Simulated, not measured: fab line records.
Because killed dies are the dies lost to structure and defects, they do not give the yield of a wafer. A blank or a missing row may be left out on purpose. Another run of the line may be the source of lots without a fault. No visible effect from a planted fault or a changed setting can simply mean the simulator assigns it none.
What tool caused it? | flow sky130 | 18 wafers from 6 lots sampled at 3 of the route's 708 steps

== WHAT EACH GAUGE READ, for each wafer ==
SKY_SD_P_CD_MEAS_07 targets a cd of 380 nm.
lot  | measured     | on        | cd nm (nm)
L839 | day 25 18:38 | cd sem-02 | 382.6 380.4 381.3
L842 | day 27 02:04 | cd sem-01 | 378.8 378.0 379.0
L843 | day 27 11:13 | cd sem-01 | 379.5 380.0 380.8
L849 | day 29 14:37 | cd sem-02 | 377.6 380.1 378.7
L853 | day 30 18:01 | cd sem-01 | 380.6 379.0 381.1
L861 | day 33 02:23 | cd sem-02 | 382.0 377.9 379.6

== EACH LOT AND THE TOOL THAT RAN IT (in order: tool; ch and the chambers of the sampled wafers; start) ==
lot  | SKY_POLY_GATE_ETCH_15              | SKY_SD_P_EXPOSE_04
L839 | rie diel-01 ch 0,2,3, day 16 18:17 | iline stepper-01 ch 0, day 25 04:29
L842 | rie diel-01 ch 0,1,3, day 18 00:41 | iline stepper-02 ch 0, day 26 12:49
L843 | rie diel-02 ch 0,3, day 18 10:05   | iline stepper-02 ch 0, day 26 21:16
L849 | rie diel-04 ch 1,2,3, day 20 18:08 | iline stepper-02 ch 0, day 29 00:21
L853 | rie diel-04 ch 0,2, day 21 23:44   | iline stepper-02 ch 0, day 30 03:58
L861 | rie diel-04 ch 0,1,2, day 24 14:47 | iline stepper-01 ch 0, day 32 12:09
- SKY_POLY_GATE_ETCH_15: etches BARC in N2/H2, stops on SiO2, time 118.5 s, target depth 110 nm.
- SKY_SD_P_EXPOSE_04: exposes mask PSDM, target cd 380 nm.

== THE ANSWER, worked out from the rows above alone ==
Rule: the lots themselves supply what counts as usual. Put in order of their means at a reading, lots are off if they are a third of the lots or fewer, leave a main group of 4 or more, and stand apart from it by a gap of 3 or more times the standard deviation of the main group's means; of several such gaps the widest counts. A main group is skipped when, at the precision printed for the reading in the tables above, its means are all equal. A lot without any number at a reading at which 4 lots or more have one is off too. Where the step has rows for the other lots, those lots are counted as sound.
Nothing can be told from this: no lot is off at any reading shown.

== WHAT HAD BEEN PUT IN BY THE SIMULATOR ==
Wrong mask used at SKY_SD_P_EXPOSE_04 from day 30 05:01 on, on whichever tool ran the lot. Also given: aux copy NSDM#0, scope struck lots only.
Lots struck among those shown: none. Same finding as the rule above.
